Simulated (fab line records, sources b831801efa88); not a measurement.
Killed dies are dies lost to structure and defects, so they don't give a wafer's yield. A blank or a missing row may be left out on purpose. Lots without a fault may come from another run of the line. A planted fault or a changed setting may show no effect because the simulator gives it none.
Chamber matching | flow gf180mcu | GF_V3_CVD_00 on hdpcvd-02: 3 sister chambers
The step deposits SiO2, target thk 600 nm, time 100 s. 3 wafers are shown with their chamber, then 7 later ones without.

WAFERS WITH THEIR CHAMBER
wafer  | chamber | sih4_flow_sccm (sccm)
L583.3 | 1       | 60.22
L583.4 | 0       | 60.00
L583.6 | 2       | 60.12

WAFERS WITHOUT THEIR CHAMBER
wafer  | sih4_flow_sccm (sccm)
L588.3 | 59.97
L588.4 | 60.13
L588.5 | 60.15
L590.3 | 59.87
L590.5 | 59.75
L592.2 | 59.89
L592.3 | 59.88

WHICH CHAMBER EACH WENT THROUGH
wafer  | from the rows above          | in truth
L588.3 | can't be placed: 0 or 2 or 1 | 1
L588.4 | can't be placed: 2 or 1 or 0 | 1
L588.5 | can't be placed: 2 or 1 or 0 | 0
L590.3 | can't be placed: 0 or 2 or 1 | 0
L590.5 | can't be placed: 0 or 2 or 1 | 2
L592.2 | can't be placed: 0 or 2 or 1 | 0
L592.3 | can't be placed: 0 or 2 or 1 | 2
Placed correctly: 0 of 7. Can't be placed from these rows: 7 (the true chamber is among the candidates in 7). Placed wrongly: 0.
How it was worked out, from the rows above alone: a wafer's distance from a chamber is the root of the sum, over the readings, of the square of ((its reading less the chamber's mean) divided by the reading's scatter). The wafer belongs to the nearest chamber; if the next one is less than 2 further off, it can't be placed. A chamber's mean is the mean of its shown wafers. The scatter: with one shown wafer a chamber, the root of the mean of the squares of how far each hidden wafer lies from its nearest shown one.
